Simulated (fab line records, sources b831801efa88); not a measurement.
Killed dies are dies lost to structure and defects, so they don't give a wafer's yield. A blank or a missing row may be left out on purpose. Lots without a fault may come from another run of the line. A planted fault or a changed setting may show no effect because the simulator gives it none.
Chamber matching | flow sky130 | SKY_PASSIVATION_CVD_00 on pecvd-01: 3 sister chambers
The step deposits SiO2, target thk 90 nm. 6 wafers are shown with their chamber, then 8 later ones without.

WAFERS WITH THEIR CHAMBER
wafer  | chamber | heater_power_w (W) | rf_fwd_power_W (W)
L664.5 | 0       | 598                | 595
L665.4 | 0       | 596                | 592
L666.2 | 2       | 813                | 598
L666.3 | 2       | 820                | 595
L666.4 | 1       | 626                | 592
L673.1 | 1       | 659                | 595

WAFERS WITHOUT THEIR CHAMBER
wafer  | heater_power_w (W) | rf_fwd_power_W (W)
L673.2 | 657                | 589
L673.4 | 646                | 597
L675.3 | 669                | 594
L675.4 | 809                | 592
L675.6 | 560                | 594
L679.2 | 549                | 596
L679.3 | 668                | 590
L679.6 | 648                | 593

WHICH CHAMBER EACH WENT THROUGH
wafer  | from the rows above | in truth
L673.2 | 1                   | 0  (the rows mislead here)
L673.4 | 1                   | 1
L675.3 | 1                   | 1
L675.4 | 2                   | 2
L675.6 | 0                   | 0
L679.2 | 0                   | 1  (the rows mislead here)
L679.3 | 1                   | 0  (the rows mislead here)
L679.6 | 1                   | 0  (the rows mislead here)
Placed correctly: 4 of 8. Can't be placed from these rows: 0. Placed wrongly: 4.
How it was worked out, from the rows above alone: a wafer's distance from a chamber is the root of the sum, over the readings, of the square of ((its reading less the chamber's mean) divided by the reading's scatter). The wafer belongs to the nearest chamber; if the next one is less than 2 further off, it can't be placed. A chamber's mean is the mean of its shown wafers. The scatter: the root of (the sum of the squares of (reading less its chamber's mean) over the shown wafers, divided by (wafers less chambers)).
